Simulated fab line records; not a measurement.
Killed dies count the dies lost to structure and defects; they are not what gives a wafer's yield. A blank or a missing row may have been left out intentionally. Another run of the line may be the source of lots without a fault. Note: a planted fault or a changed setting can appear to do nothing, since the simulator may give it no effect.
Which tool did it? || flow sky130 || 14 lots with 42 wafers sampled at 3 steps, on a route of 708 steps

WHAT THE GAUGES SHOWED, per wafer
SKY_VT_ADJUST_NCORE_TW_MEAS_11.
{"lot": "L242", "measured": "day 8 08:39", "on": "filmMetro-01", "VT_ADJUST_NCORE_TW": "218.4 219.3 218.1"}
{"lot": "L244", "measured": "day 8 23:27", "on": "filmMetro-04", "VT_ADJUST_NCORE_TW": "221.1 222.3 220.8"}
{"lot": "L245", "measured": "day 9 14:34", "on": "filmMetro-03", "VT_ADJUST_NCORE_TW": "219.2 219.6 219.4"}
{"lot": "L246", "measured": "day 9 18:47", "on": "filmMetro-03", "VT_ADJUST_NCORE_TW": "217.0 219.2 219.9"}
{"lot": "L248", "measured": "day 10 09:40", "on": "filmMetro-03", "VT_ADJUST_NCORE_TW": "219.6 219.0 218.7"}
{"lot": "L250", "measured": "day 10 23:51", "on": "filmMetro-01", "VT_ADJUST_NCORE_TW": "217.4 217.6 218.6"}
{"lot": "L251", "measured": "day 11 17:59", "on": "filmMetro-04", "VT_ADJUST_NCORE_TW": "219.3 219.9 220.3"}
{"lot": "L252", "measured": "day 11 22:07", "on": "filmMetro-04", "VT_ADJUST_NCORE_TW": "219.8 220.7 220.7"}
{"lot": "L254", "measured": "day 12 05:28", "on": "filmMetro-01", "VT_ADJUST_NCORE_TW": "217.9 218.2 217.6"}
{"lot": "L253", "measured": "day 12 06:25", "on": "filmMetro-03", "VT_ADJUST_NCORE_TW": "219.4 219.3 220.4"}
{"lot": "L256", "measured": "day 12 16:13", "on": "filmMetro-04", "VT_ADJUST_NCORE_TW": "220.6 220.6 220.7"}
{"lot": "L263", "measured": "day 14 22:38", "on": "filmMetro-03", "VT_ADJUST_NCORE_TW": "221.3 221.6 220.5"}
{"lot": "L264", "measured": "day 15 04:02", "on": "filmMetro-04", "VT_ADJUST_NCORE_TW": "220.3 221.5 220.7"}
{"lot": "L265", "measured": "day 15 08:52", "on": "filmMetro-03", "VT_ADJUST_NCORE_TW": "219.9 219.0 219.6"}

SKY_SONOS_TUNNEL_OVL_MEAS_08.
{"lot": "L242", "measured": "day 11 01:16", "on": "overlay-02", "SONOS_TUNNEL_OVL (nm)": "-1.0 0.6 -3.2"}
{"lot": "L244", "measured": "day 11 19:23", "on": "overlay-01", "SONOS_TUNNEL_OVL (nm)": "-2.3 0.1 -1.7"}
{"lot": "L245", "measured": "day 12 12:44", "on": "overlay-01", "SONOS_TUNNEL_OVL (nm)": "0.6 -1.8 -2.3"}
{"lot": "L246", "measured": "day 12 17:58", "on": "overlay-01", "SONOS_TUNNEL_OVL (nm)": "-2.0 -1.7 -2.0"}
{"lot": "L248", "measured": "day 13 09:28", "on": "overlay-01", "SONOS_TUNNEL_OVL (nm)": "-0.3 -0.3 -0.3"}
{"lot": "L250", "measured": "day 14 01:41", "on": "overlay-01", "SONOS_TUNNEL_OVL (nm)": "1.2 -0.1 -0.3"}
{"lot": "L251", "measured": "day 14 21:16", "on": "overlay-01", "SONOS_TUNNEL_OVL (nm)": "-1.5 1.3 0.9"}
{"lot": "L252", "measured": "day 15 01:37", "on": "overlay-02", "SONOS_TUNNEL_OVL (nm)": "-1.4 -0.3 -1.7"}
{"lot": "L254", "measured": "day 15 10:09", "on": "overlay-01", "SONOS_TUNNEL_OVL (nm)": "0.5 0.4 0.0"}
{"lot": "L253", "measured": "day 15 11:07", "on": "overlay-02", "SONOS_TUNNEL_OVL (nm)": "1.9 1.9 0.3"}
{"lot": "L256", "measured": "day 15 20:46", "on": "overlay-02", "SONOS_TUNNEL_OVL (nm)": "-0.4 -0.3 -0.9"}
{"lot": "L263", "measured": "day 18 10:28", "on": "overlay-01", "SONOS_TUNNEL_OVL (nm)": "0.8 0.8 0.3"}
{"lot": "L264", "measured": "day 18 16:52", "on": "overlay-01", "SONOS_TUNNEL_OVL (nm)": "-1.4 -0.9 -1.6"}
{"lot": "L265", "measured": "day 18 23:31", "on": "overlay-02", "SONOS_TUNNEL_OVL (nm)": "0.5 -0.1 0.7"}

SKY_SONOS_ONO_THK_MEAS_03.
{"lot": "L242", "measured": "day 11 06:30", "on": "filmMetro-01", "SONOS_ONO_CVD_02_THK (nm)": "10.44 10.45 10.48"}
{"lot": "L244", "measured": "day 11 23:47", "on": "filmMetro-01", "SONOS_ONO_CVD_02_THK (nm)": "10.41 10.48 10.62"}
{"lot": "L245", "measured": "day 12 17:04", "on": "filmMetro-01", "SONOS_ONO_CVD_02_THK (nm)": "10.23 10.33 10.32"}
{"lot": "L246", "measured": "day 12 21:20", "on": "filmMetro-01", "SONOS_ONO_CVD_02_THK (nm)": "10.41 10.47 10.56"}
{"lot": "L248", "measured": "day 13 14:35", "on": "filmMetro-03", "SONOS_ONO_CVD_02_THK (nm)": "10.71 10.65 10.68"}
{"lot": "L250", "measured": "day 14 12:39", "on": "filmMetro-01", "SONOS_ONO_CVD_02_THK (nm)": "10.41 10.45 10.45"}
{"lot": "L251", "measured": "day 15 08:39", "on": "filmMetro-01", "SONOS_ONO_CVD_02_THK (nm)": "10.33 10.33 10.29"}
{"lot": "L252", "measured": "day 15 08:40", "on": "filmMetro-03", "SONOS_ONO_CVD_02_THK (nm)": "10.63 10.49 10.58"}
{"lot": "L254", "measured": "day 15 19:26", "on": "filmMetro-04", "SONOS_ONO_CVD_02_THK (nm)": "10.59 10.48 10.68"}
{"lot": "L253", "measured": "day 15 20:28", "on": "filmMetro-03", "SONOS_ONO_CVD_02_THK (nm)": "10.52 10.57 10.53"}
{"lot": "L256", "measured": "day 16 02:19", "on": "filmMetro-01", "SONOS_ONO_CVD_02_THK (nm)": "10.43 10.40 10.47"}
{"lot": "L263", "measured": "day 18 17:22", "on": "filmMetro-03", "SONOS_ONO_CVD_02_THK (nm)": "10.55 10.50 10.42"}
{"lot": "L264", "measured": "day 19 03:14", "on": "filmMetro-01", "SONOS_ONO_CVD_02_THK (nm)": "10.78 10.90 10.70"}
{"lot": "L265", "measured": "day 19 03:14", "on": "filmMetro-03", "SONOS_ONO_CVD_02_THK (nm)": "10.35 10.31 10.41"}

WHICH TOOL RAN EACH LOT (tool, then ch and the chambers of the sampled wafers, then the start)
Record: no process step prior to these readings.

AS READ BY THE TOOLS THEMSELVES (means over the sampled wafers that have a number; for cases with no such wafer, the mark the record gives instead)
The record holds no such reading with a usual standard deviation.

THE ANSWER, worked out from the rows above alone
Rule: the lots themselves supply what counts as usual. Put in order of their means at a reading, lots are off if they are a third of the lots or fewer, leave a main group of 4 or more, and stand apart from it by a gap of 3 or more times the standard deviation of the main group's means; of several such gaps the widest counts. The tables above print the reading to a certain number of digits; a main group whose means all agree to those digits is not used. A lot without any number at a reading at which 4 lots or more have one is off too. The other lots that the step has rows for count as sound. After the gauges, taken in route order, come the tools' own readings; for these a lot's mean is taken, as printed above. The first step at which some lot is off is used, and at that step the reading that is off furthest; a lot without a number counts as furthest.
None of the lots is off at any reading shown; this tells nothing.

WHAT THE SIMULATOR HAD PUT IN
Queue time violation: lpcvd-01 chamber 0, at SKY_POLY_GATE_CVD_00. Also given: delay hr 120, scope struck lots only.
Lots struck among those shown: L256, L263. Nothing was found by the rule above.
